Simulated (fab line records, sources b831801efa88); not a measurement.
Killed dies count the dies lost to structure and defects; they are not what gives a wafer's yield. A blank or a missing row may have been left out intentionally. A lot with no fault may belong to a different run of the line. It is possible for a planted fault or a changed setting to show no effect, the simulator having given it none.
8D (eight disciplines) problem report, filled in by code + flow sky130 + the parts of the form that need people (team, actions taken, sign-off) are left out

## 1. WHAT WENT WRONG
Wafers without a fault read 1.3002e+12, standard deviation 1.4e+09; dose_ions_cm2 at SKY_NWELL_IMPLANT_12 reads a mean of 1.4250e+12 on 6 wafers belonging to 2 lots. That is +89 standard deviations from the usual mean.
First observed at day 7 13:49: wafer L613.2, on implanter-04. At this step, 18 wafers from 6 lots have a number in the record. Rule for "out", or "out of limits": more than 4 standard deviations from the usual mean. Any other wafer with a number is counted as sound.

## 2. WHAT THIS IS AND IS NOT
| question                    | is                     | is not                                                                   |
|-----------------------------|------------------------|--------------------------------------------------------------------------|
| which readings at this step | dose_ions_cm2          | -                                                                        |
| which lots                  | L613, L614             | L606, L609, L623, L624                                                   |
| which wafers of those lots  | all that have a number | -                                                                        |
| read on which tools         | implanter-04           | implanter-01, implanter-02                                               |
| when                        | from day 7 13:49       | up to then (6 sound wafers); but 6 sound wafers of L623, L624 came after |

## 3. WHAT RULES OUT EACH SUSPECT
Counting: a tool stays on the suspect list if, at a process step up to the reading, it processed all lots that are out and no sound lot following the first of them.
- plasma_asher-01 at SKY_PWDE_STRIP_09 (strips in O2/N2): ruled out as a lasting fault. Sound lots L623 ran on it after its first lot that is out, L613 (day 6 18:32).
- implanter-04 at SKY_NWELL_IMPLANT_12: kept. All lots that are out passed through it, beginning with L613 at day 7 13:49, and no sound lot followed; its final sound lot before that point was L609 at day 6 14:11. Its own readings are out on those wafers: dose_ions_cm2.
The count leaves implanter-04 at SKY_NWELL_IMPLANT_12.

## 4. THE CAUSE (what the simulator had put in)
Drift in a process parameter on implanter-04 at SKY_NWELL_IMPLANT_12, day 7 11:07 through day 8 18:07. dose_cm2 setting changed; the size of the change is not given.
After counting, this tool was the only one left.

## 5. THE CHAIN OF EFFECTS, in route order
Rows list readings where the struck wafers' mean (over those with a number) sits beyond 3 standard deviations from the usual. Only readings whose record carries a usual standard deviation are examined. hours: median over the lots of the time between each lot's start at the first step of this table that gives one and its start at this step. sigmas: the change, counted in usual standard deviations.
| hours | step                 | reading            | usual      | on struck wafers | change      | sigmas |
|-------|----------------------|--------------------|------------|------------------|-------------|--------|
| 0     | SKY_NWELL_IMPLANT_12 | dose_ions_cm2      | 1.3002e+12 | 1.4250e+12       | +1.2480e+11 | +89    |
| 0     | SKY_NWELL_IMPLANT_12 | faraday_current_uA | 7.34       | 7.89             | +0.55       | +3.7   |
It contains these process steps:
- SKY_NWELL_IMPLANT_12
At these later measuring or inspecting steps, every struck wafer for which the step has a row has a number for every such reading, and none has moved that far: SKY_NWELL_TW_MEAS_15, SKY_NWELL_OVL_MEAS_23, SKY_NWELL_TW_MEAS_26, SKY_NWELL_RS_MEAS_29.

## 6. WHAT WOULD HAVE CAUGHT IT SOONER
In this record no reading fell out of limits until day 7 13:49, 3 hours after the fault had begun at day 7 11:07.
